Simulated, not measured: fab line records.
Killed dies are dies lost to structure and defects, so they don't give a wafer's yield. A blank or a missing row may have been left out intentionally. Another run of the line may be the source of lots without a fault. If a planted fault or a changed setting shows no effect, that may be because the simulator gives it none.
Struck lot and sound lot, side by side + flow sky130 + 42 steps out of a route of 708
Sound: these wafers, L149.1, L149.2, L149.6. Struck: wafer L159.2 (L159.3, L159.6, from the same lot, were not struck and are left out); the cause is given at the end.
Each step with rows lists, per side, the tool, then ch with its chambers, then its first start. Under that, the readings that differ: sound wafers + struck wafers + difference of the means + sigmas: that difference in standard deviations of wafers without a fault.
alike: readings with means less than 2 such deviations apart, plus words and numbers identical on both sides. not compared: withheld readings, readings lacking a value on some wafer, bounds such as >300 that could conceal the same value, and numbers that have no deviation in the record and whose values overlap.
Wherever a step has rows on one side only, a row that says differs or no value, or a row with sigmas, the two part there. Numbers that don't overlap but have no deviation are shown without sigmas and don't part them. A reading that every wafer of one side lacks parts them only if that side has two wafers or more.

first, 2 steps without rows for these wafers: SKY_NWELL_PEB_08; SKY_NWELL_DEVELOP_09 (develop time 60 s).
SKY_NWELL_OVL_MEAS_10:
  sound on overlay-02, day 5 07:53; struck on overlay-02, day 7 11:00
  alike: NWELL_00_OVL
then, 3 steps without rows for these wafers: SKY_NWELL_IMPLANT_11; SKY_NWELL_IMPLANT_12; SKY_NWELL_IMPLANT_13.
SKY_NWELL_STRIP_14: strips in O2/N2.
  sound on plasma-asher-02 ch 0,1, day 5 08:23; struck on plasma-asher-03 ch 0, day 7 11:29
  alike: drypump-motor-current-A, oes-product-au, strip-time-to-endpoint-s
  not compared: rf-hours-counter-h
SKY_NWELL_TW_MEAS_15:
  sound on film-metro-02, day 5 08:29; struck on film-metro-02, day 7 11:35
  alike: NWELL_TW
then, 4 steps without rows for these wafers: SKY_NWELL_DEHYDRATE_16 (time 60 s); SKY_NWELL_HMDS_17 (prime time 60 s); SKY_NWELL_COAT_18 (resist thk 3000 nm); SKY_NWELL_SOFTBAKE_19.
SKY_NWELL_EXPOSE_20: exposes mask NWM COMPLEMENT, target cd 840 nm.
  sound on iline-stepper-01 ch 0, day 5 17:17; struck on iline-stepper-02 ch 0, day 7 21:25
  alike: mask, reticle-temp-C
then, 2 steps without rows for these wafers: SKY_NWELL_PEB_21; SKY_NWELL_DEVELOP_22 (develop time 60 s).
SKY_NWELL_OVL_MEAS_23:
  sound on overlay-01, day 6 02:38; struck on overlay-02, day 8 07:20
  alike: NWELL_01_OVL
then, 1 step without rows for these wafers: SKY_NWELL_IMPLANT_24.
SKY_NWELL_STRIP_25: strips in O2/N2.
  sound on plasma-asher-02 ch 0,1, day 6 02:50; struck on plasma-asher-03 ch 1, day 8 07:31
| reading               | sound             | struck | difference | sigmas |
|-----------------------|-------------------|--------|------------|--------|
| oes-product-au (a.u.) | 0.730 0.726 0.723 | 0.715  | -0.011     | -2     |
  alike: drypump-motor-current-A, strip-time-to-endpoint-s
  not compared: rf-hours-counter-h
SKY_NWELL_TW_MEAS_26:
  sound on film-metro-02, day 6 02:56; struck on film-metro-03, day 8 07:38
  alike: NWELL_2_TW
then, 1 step without rows for these wafers: SKY_NWELL_CLEAN_27 (cleans in SC1/SC2, time 150 s).
SKY_NWELL_RTA_28: time 30 s.
  sound on rtp-anneal-02 ch 0, day 6 03:05; struck on rtp-anneal-01 ch 0, day 8 07:45
| reading          | sound                | struck | difference | sigmas |
|------------------|----------------------|--------|------------|--------|
| wafer_temp_C_max | 1056.3 1055.6 1054.8 | 1052.9 | -2.7       | -3     |
  alike: lamp-power-pct
SKY_NWELL_RS_MEAS_29: a four-point-probe measurement.
  sound on film-metro-03, day 6 03:11; struck on film-metro-02, day 8 07:51
| reading           | sound             | struck | difference | sigmas |
|-------------------|-------------------|--------|------------|--------|
| NWELL_RS (ohm/sq) | 624.7 627.6 626.5 | 621.7  | -4.6       | -3     |
SKY_NWELL_RS_MEAS_31: a four-point-probe measurement.
  sound on film-metro-03, day 6 03:26; struck on film-metro-02, day 8 08:05
| reading          | sound          | struck | difference | sigmas |
|------------------|----------------|--------|------------|--------|
| PWDE_RS (ohm/sq) | 5318 5303 5307 | 5275   | -34        | -2     |
then, 7 steps without rows for these wafers: SKY_VT_ADJUST_HVTP_DEHYDRATE_00 (time 60 s); SKY_VT_ADJUST_HVTP_HMDS_01 (prime time 60 s); SKY_VT_ADJUST_HVTP_COAT_02 (resist thk 1140 nm); SKY_VT_ADJUST_HVTP_SOFTBAKE_03 (time 60 s); SKY_VT_ADJUST_HVTP_EXPOSE_04 (exposes mask HVTPM, target cd 380 nm); SKY_VT_ADJUST_HVTP_PEB_05; SKY_VT_ADJUST_HVTP_DEVELOP_06 (develop time 60 s).
SKY_VT_ADJUST_HVTP_CD_MEAS_07 targets a cd of 380 nm.
  sound on cd-sem-01, day 6 22:12; struck on cd-sem-02, day 9 05:20
  alike: cd-nm
SKY_VT_ADJUST_HVTP_OVL_MEAS_08:
  sound on overlay-02, day 6 22:19; struck on overlay-02, day 9 05:26
  alike: VT_ADJUST_HVTP_OVL
then, 1 step without rows for these wafers: SKY_VT_ADJUST_HVTP_IMPLANT_09.
SKY_VT_ADJUST_HVTP_STRIP_10: strips in O2/N2.
  sound on plasma-asher-03 ch 0,1, day 6 22:30; struck on plasma-asher-01 ch 0, day 9 05:37
  alike: drypump-motor-current-A, oes-product-au, strip-time-to-endpoint-s
  not compared: rf-hours-counter-h
SKY_VT_ADJUST_HVTP_TW_MEAS_11:
  sound on film-metro-01, day 6 22:36; struck on film-metro-03, day 9 05:44
  alike: VT_ADJUST_HVTP_TW
then, 6 steps without rows for these wafers: SKY_VT_ADJUST_LVTN_DEHYDRATE_00 (time 60 s); SKY_VT_ADJUST_LVTN_HMDS_01 (prime time 60 s); SKY_VT_ADJUST_LVTN_COAT_02 (resist thk 3000 nm); SKY_VT_ADJUST_LVTN_SOFTBAKE_03; SKY_VT_ADJUST_LVTN_EXPOSE_04 (exposes mask NWM COMPLEMENT LESS NATIVE, target cd 840 nm); SKY_VT_ADJUST_LVTN_PEB_05.
-- here the record skips 40 days between the struck wafers' starts before and after, leaving off in module VT_ADJUST_LVTN and picking up in module PAD_OPEN (first step shown: number 708 of the route) --
SKY_PAD_OPEN_PROBE_99:
  sound on prober-02, day 46 16:31; struck on prober-02, day 48 22:07
| reading                                 | sound           | struck | difference | sigmas |
|-----------------------------------------|-----------------|--------|------------|--------|
| model.etest.res-iso-pwell.width-nm (nm) | 2628 2630 2628  | 2684   | +55        |        |
| model.etest.res-nwell.width-nm (nm)     | 842.4 847 847.8 | 826.1  | -19.6      |        |
  alike: killed_at_M0_to_M3, killed_at_M4_up, killed-at-contacts, killed-at-front-end, killed-at-other, killed-dies, killed-open, killed-short

## WHERE THEY PART
First at SKY_NWELL_STRIP_25; last, within this record, at SKY_NWELL_RS_MEAS_31. Later steps at which nothing parts them and some readings are alike: SKY_VT_ADJUST_HVTP_CD_MEAS_07, SKY_VT_ADJUST_HVTP_OVL_MEAS_08, SKY_VT_ADJUST_HVTP_STRIP_10, SKY_VT_ADJUST_HVTP_TW_MEAS_11, SKY_PAD_OPEN_PROBE_99.

WHY: the cause the simulator had injected
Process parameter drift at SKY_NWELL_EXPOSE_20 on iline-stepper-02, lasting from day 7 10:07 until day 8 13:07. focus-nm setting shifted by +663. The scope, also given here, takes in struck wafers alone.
